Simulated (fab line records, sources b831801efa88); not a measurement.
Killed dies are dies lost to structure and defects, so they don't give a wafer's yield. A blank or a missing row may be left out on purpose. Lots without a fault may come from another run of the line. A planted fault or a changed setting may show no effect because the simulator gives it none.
Which tool did it? | flow sky130 | 12 lots, 36 wafers sampled, at 4 steps of a route of 708

WHAT THE GAUGES READ, wafer by wafer
SKY_CAP2M_OVL_MEAS_12.
lot  | measured     | on         | CAP2M_OVL (nm)
L454 | day 42 11:32 | overlay-01 | 0.8 -0.9 0.3
L455 | day 42 14:35 | overlay-01 | -0.6 0.4 -1.4
L453 | day 42 16:08 | overlay-02 | -1.7 -1.6 1.0
L459 | day 43 14:52 | overlay-01 | -1.6 -2.6 -1.8
L461 | day 44 08:37 | overlay-01 | -1.1 -0.3 -0.3
L466 | day 45 14:23 | overlay-01 | 0.4 0.3 -2.2
L467 | day 46 00:26 | overlay-01 | -1.7 0.1 -1.5
L468 | day 46 02:38 | overlay-01 | 1.7 1.6 3.5
L470 | day 46 08:37 | overlay-01 | -3.6 -1.2 -2.2
L472 | day 47 02:56 | overlay-01 | -1.9 -2.0 -2.1
L473 | day 47 04:40 | overlay-02 | 0.3 -0.8 0.2
L475 | day 47 19:02 | overlay-02 | 0.3 0.0 2.0

SKY_METAL4_CD_MEAS_13: target cd 300 nm.
lot  | measured     | on        | cd_nm (nm)
L454 | day 43 11:20 | cd_sem-01 | 301.7 301.4 300.4
L455 | day 43 14:46 | cd_sem-01 | 298.8 298.9 298.4
L453 | day 43 16:32 | cd_sem-02 | 302.7 301.6 301.0
L459 | day 44 14:58 | cd_sem-02 | 301.3 301.9 300.3
L461 | day 45 07:20 | cd_sem-01 | 299.9 298.6 300.7
L466 | day 46 12:58 | cd_sem-01 | 299.0 298.6 296.9
L467 | day 46 23:01 | cd_sem-02 | 300.6 301.4 301.8
L468 | day 47 00:49 | cd_sem-02 | 297.9 299.0 299.5
L470 | day 47 06:26 | cd_sem-01 | 298.9 299.2 298.7
L472 | day 48 00:24 | cd_sem-02 | 301.3 299.8 299.9
L473 | day 48 02:22 | cd_sem-01 | 301.4 301.1 301.6
L475 | day 48 15:44 | cd_sem-02 | 300.6 301.6 301.4

WHICH TOOL RAN EACH LOT (tool, then ch and the chambers of the sampled wafers, then the start)
lot  | SKY_METAL3_METAL_ETCH_18          | SKY_CAP2M_SPUTTER_02
L454 | rie_metal-03 ch 0,1, day 40 07:41 | pvd_sputter-01, day 41 11:18
L455 | rie_metal-03 ch 0,1, day 40 10:28 | pvd_sputter-01, day 41 14:20
L453 | rie_metal-03 ch 0,1, day 40 12:31 | pvd_sputter-02, day 41 16:25
L459 | rie_metal-01 ch 0,1, day 41 11:26 | pvd_sputter-03, day 42 15:14
L461 | rie_metal-01 ch 0,1, day 42 07:31 | pvd_sputter-01, day 43 09:49
L466 | rie_metal-01 ch 0, day 43 13:28   | pvd_sputter-01, day 44 15:56
L467 | rie_metal-03 ch 0,1, day 43 23:55 | pvd_sputter-01, day 45 02:39
L468 | rie_metal-01 ch 0,1, day 44 02:20 | pvd_sputter-03, day 45 04:40
L470 | rie_metal-01 ch 0,1, day 44 10:32 | pvd_sputter-01, day 45 11:29
L472 | rie_metal-03 ch 0,1, day 45 04:05 | pvd_sputter-02, day 46 05:23
L473 | rie_metal-02 ch 0,1, day 45 07:35 | pvd_sputter-02, day 46 08:43
L475 | rie_metal-02 ch 0,1, day 45 22:04 | pvd_sputter-02, day 46 22:25
- SKY_METAL3_METAL_ETCH_18: etches the open film in Cl2/BCl3, stops on SiO2, target depth 845 nm, time 183.1 s.
- SKY_CAP2M_SPUTTER_02: material TiN, target thk 200 nm, time 166.7 s.

WHAT THE TOOLS THEMSELVES READ (means of the sampled wafers that have a number; where no wafer has one, the mark that the record gives instead)
SKY_METAL3_METAL_ETCH_18.
lot  | tool         | chamber_pressure_mTorr (mTorr) | drypump_motor_current_A (A) | he_backside_leak_sccm (sccm) | oes_product_au (a.u.) | throttle_valve_pct (%)
L454 | rie_metal-03 | 10.003                         | 5.41                        | 3.1                          | 0.862                 | 22.263
L455 | rie_metal-03 | 9.997                          | 5.42                        | 4.0                          | 0.869                 | 22.269
L453 | rie_metal-03 | 9.997                          | 5.21                        | 3.2                          | 0.867                 | 22.273
L459 | rie_metal-01 | 9.991                          | 5.56                        | 3.3                          | 0.870                 | 22.256
L461 | rie_metal-01 | 9.998                          | 5.58                        | 4.1                          | 0.860                 | 22.267
L466 | rie_metal-01 | 9.995                          | 5.75                        | 3.1                          | 0.866                 | 22.274
L467 | rie_metal-03 | 10.002                         | 5.41                        | 3.2                          | 0.851                 | 22.267
L468 | rie_metal-01 | 9.333                          | 5.57                        | 3.2                          | 0.869                 | 22.267
L470 | rie_metal-01 | 8.668                          | 5.42                        | 3.2                          | 0.868                 | 22.264
L472 | rie_metal-03 | 10.013                         | 5.44                        | 3.1                          | 0.863                 | 22.263
L473 | rie_metal-02 | 9.995                          | 5.39                        | 4.2                          | 0.865                 | 22.262
L475 | rie_metal-02 | 9.995                          | 5.38                        | 4.2                          | 0.864                 | 22.261

SKY_CAP2M_SPUTTER_02.
lot  | tool           | throttle_valve_pct (%)
L454 | pvd_sputter-01 | 30.7
L455 | pvd_sputter-01 | 30.6
L453 | pvd_sputter-02 | 30.9
L459 | pvd_sputter-03 | 29.4
L461 | pvd_sputter-01 | 30.6
L466 | pvd_sputter-01 | 30.7
L467 | pvd_sputter-01 | 30.7
L468 | pvd_sputter-03 | 29.5
L470 | pvd_sputter-01 | 31.2
L472 | pvd_sputter-02 | 29.7
L473 | pvd_sputter-02 | 29.3
L475 | pvd_sputter-02 | 29.8

THE ANSWER, worked out from the rows above alone
Rule: what is usual is taken from the lots themselves. Put in order of their means at a reading, lots are off if they are a third of the lots or fewer, leave a main group of 4 or more, and stand apart from it by a gap of 3 or more times the standard deviation of the main group's means; of several such gaps the widest counts. A main group whose means are all the same, to the digits that the tables above print for the reading, isn't used. A lot without any number at a reading at which 4 lots or more have one is off too. The other lots that the step has rows for count as sound. The gauges are gone through in route order, then the tools' own readings, and for those a lot's mean is taken as printed above. The first step at which some lot is off is used, and at that step the reading that is off furthest; a lot without a number counts as furthest.
Off: L468, L470, at SKY_METAL3_METAL_ETCH_18 (chamber_pressure_mTorr). The main group: mean 9.999 mTorr, standard deviation 0.0058.
A tool fits if, at that step or a process step before it, it ran every lot that is off, and no sound lot after the first of them. One fits: rie_metal-01 at SKY_METAL3_METAL_ETCH_18. Its last sound lot is L466 (day 43 13:28), its first lot that is off L468 (day 44 02:20): a fault that began between those two fits.
The tool's own readings at SKY_METAL3_METAL_ETCH_18 bear it out: on the lots that are off they differ by more than 5 times the standard deviation of the sound lots' means. chamber_pressure_mTorr reads 9.000 mTorr there against 9.999 mTorr on the sound lots.

WHAT THE SIMULATOR HAD PUT IN
Process parameter drift: rie_metal-01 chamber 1, from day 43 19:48 on, at SKY_METAL3_METAL_ETCH_18. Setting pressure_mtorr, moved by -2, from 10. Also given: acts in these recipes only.
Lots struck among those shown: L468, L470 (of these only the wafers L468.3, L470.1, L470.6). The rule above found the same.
